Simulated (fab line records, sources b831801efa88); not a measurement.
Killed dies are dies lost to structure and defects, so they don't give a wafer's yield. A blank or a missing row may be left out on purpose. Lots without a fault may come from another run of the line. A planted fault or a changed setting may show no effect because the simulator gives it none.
Which tool did it? | flow sky130 | 10 lots, 30 wafers sampled, at 5 steps of a route of 708

WHAT THE GAUGES READ, wafer by wafer
SKY_VIA3_BOW_MEAS_03. Usual: VIA3_BOW 81 um, standard deviation 7.7.
lot  | measured     | on            | VIA3_BOW (um) | flag
L191 | day 39 06:17 | film_metro-03 | 82 75 76      |
L195 | day 40 14:16 | film_metro-02 | 89 82 74      |
L196 | day 40 21:46 | film_metro-03 | 73 80 68      |
L197 | day 40 23:53 | film_metro-04 | 93 93 76      |
L200 | day 41 15:41 | film_metro-04 | 87 84 83      |
L199 | day 41 18:36 | film_metro-02 | 70 89 70      |
L206 | day 43 01:01 | film_metro-04 | 76 84 83      |
L208 | day 43 14:37 | film_metro-02 | 77 74 85      |
L211 | day 44 15:07 | film_metro-03 | 79 82 70      |
L213 | day 44 21:08 | film_metro-03 | 73 76 66      |

SKY_CAP2M_RS_MEAS_03: measures by four-point-probe. Usual: CAP2M_TIN_RS 6.92 ohm/sq, standard deviation 0.11.
lot  | measured     | on            | CAP2M_TIN_RS (ohm/sq) | flag
L191 | day 40 08:51 | film_metro-04 | 6.86 7.07 7.05        |
L195 | day 41 17:02 | film_metro-04 | 6.98 7.05 7.04        |
L196 | day 42 00:30 | film_metro-04 | 6.83 6.97 6.95        |
L197 | day 42 01:52 | film_metro-01 | 10.04 6.98 6.82       | OFF
L200 | day 42 16:46 | film_metro-02 | 6.95 6.85 9.84        | OFF
L199 | day 42 19:54 | film_metro-01 | 9.47 6.87 9.51        | OFF
L206 | day 44 01:13 | film_metro-01 | 6.85 6.94 6.80        |
L208 | day 44 14:25 | film_metro-02 | 7.17 7.00 6.95        |
L211 | day 45 14:16 | film_metro-04 | 7.03 7.09 7.03        |
L213 | day 45 20:50 | film_metro-02 | 6.77 6.94 6.95        |

SKY_CAP2M_THK_MEAS_04: measures by xrf. Usual: CAP2M_TIN_THK 200 nm, standard deviation 3.1.
lot  | measured     | on            | CAP2M_TIN_THK (nm) | flag
L191 | day 40 08:58 | film_metro-04 | 201 195 197        |
L195 | day 41 17:10 | film_metro-04 | 199 197 198        |
L196 | day 42 00:37 | film_metro-04 | 203 199 200        |
L197 | day 42 01:58 | film_metro-01 | 140 199 203        | OFF
L200 | day 42 16:51 | film_metro-02 | 200 203 143        | OFF
L199 | day 42 20:01 | film_metro-01 | 148 203 147        | OFF
L206 | day 44 01:20 | film_metro-01 | 202 200 204        |
L208 | day 44 14:32 | film_metro-02 | 194 199 200        |
L211 | day 45 14:23 | film_metro-04 | 197 196 198        |
L213 | day 45 20:57 | film_metro-02 | 206 200 201        |

WHICH TOOL RAN EACH LOT (tool, then ch and the chambers of the sampled wafers, then the start)
lot  | SKY_METAL4_SPUTTER_03        | SKY_CAP2M_SPUTTER_02
L191 | pvd_sputter-02, day 40 08:34 | pvd_sputter-01, day 40 08:43
L195 | pvd_sputter-03, day 41 16:47 | pvd_sputter-01, day 41 16:56
L196 | pvd_sputter-03, day 42 00:13 | pvd_sputter-01, day 42 00:22
L197 | pvd_sputter-04, day 42 01:35 | pvd_sputter-01, day 42 01:44
L200 | pvd_sputter-02, day 42 16:27 | pvd_sputter-01, day 42 16:36
L199 | pvd_sputter-03, day 42 19:37 | pvd_sputter-01, day 42 19:46
L206 | pvd_sputter-04, day 44 00:56 | pvd_sputter-03, day 44 01:05
L208 | pvd_sputter-02, day 44 14:08 | pvd_sputter-03, day 44 14:17
L211 | pvd_sputter-02, day 45 14:00 | pvd_sputter-03, day 45 14:09
L213 | pvd_sputter-02, day 45 20:34 | pvd_sputter-01, day 45 20:43
- SKY_METAL4_SPUTTER_03: material Ti, target thk 5 nm, time 3.3 s.
- SKY_CAP2M_SPUTTER_02: material TiN, target thk 200 nm, time 166.7 s.

WHAT THE TOOLS THEMSELVES READ (means of the sampled wafers that have a number; where no wafer has one, the mark that the record gives instead)
SKY_METAL4_SPUTTER_03. Usual: throttle_valve_pct 30.3 %, standard deviation 1.5.
lot  | tool           | throttle_valve_pct (%) | flag
L191 | pvd_sputter-02 | 30.6                   |
L195 | pvd_sputter-03 | 28.9                   |
L196 | pvd_sputter-03 | 29.2                   |
L197 | pvd_sputter-04 | 30.0                   |
L200 | pvd_sputter-02 | 32.1                   |
L199 | pvd_sputter-03 | 30.2                   |
L206 | pvd_sputter-04 | 29.8                   |
L208 | pvd_sputter-02 | 31.7                   |
L211 | pvd_sputter-02 | 32.0                   |
L213 | pvd_sputter-02 | 31.6                   |

SKY_CAP2M_SPUTTER_02. Usual: throttle_valve_pct 29.8 %, standard deviation 0.79.
lot  | tool           | throttle_valve_pct (%) | flag
L191 | pvd_sputter-01 | 29.6                   |
L195 | pvd_sputter-01 | 30.0                   |
L196 | pvd_sputter-01 | 29.7                   |
L197 | pvd_sputter-01 | 29.9                   |
L200 | pvd_sputter-01 | 30.0                   |
L199 | pvd_sputter-01 | 29.4                   |
L206 | pvd_sputter-03 | 29.7                   |
L208 | pvd_sputter-03 | 29.2                   |
L211 | pvd_sputter-03 | 28.7                   |
L213 | pvd_sputter-01 | 29.5                   |

THE ANSWER, worked out from the rows above alone
Rule: a lot is off if the mean of its wafers that have a number lies more than 3 standard deviations from the usual mean. A lot without any number at a reading at which 4 lots or more have one is off too. The other lots that the step has rows for count as sound. The gauges are gone through in route order, then the tools' own readings, and for those a lot's mean is taken as printed above. The first step at which some lot is off is used, and at that step the reading that is off furthest; a lot without a number counts as furthest.
Off: L197, L200, L199, at SKY_CAP2M_RS_MEAS_03 (CAP2M_TIN_RS).
A tool fits if, at a process step before that reading, it ran every lot that is off, and no sound lot after the first of them. The gauges at SKY_CAP2M_RS_MEAS_03 are tried like those tools. None of those tried fits.

WHAT THE SIMULATOR HAD PUT IN
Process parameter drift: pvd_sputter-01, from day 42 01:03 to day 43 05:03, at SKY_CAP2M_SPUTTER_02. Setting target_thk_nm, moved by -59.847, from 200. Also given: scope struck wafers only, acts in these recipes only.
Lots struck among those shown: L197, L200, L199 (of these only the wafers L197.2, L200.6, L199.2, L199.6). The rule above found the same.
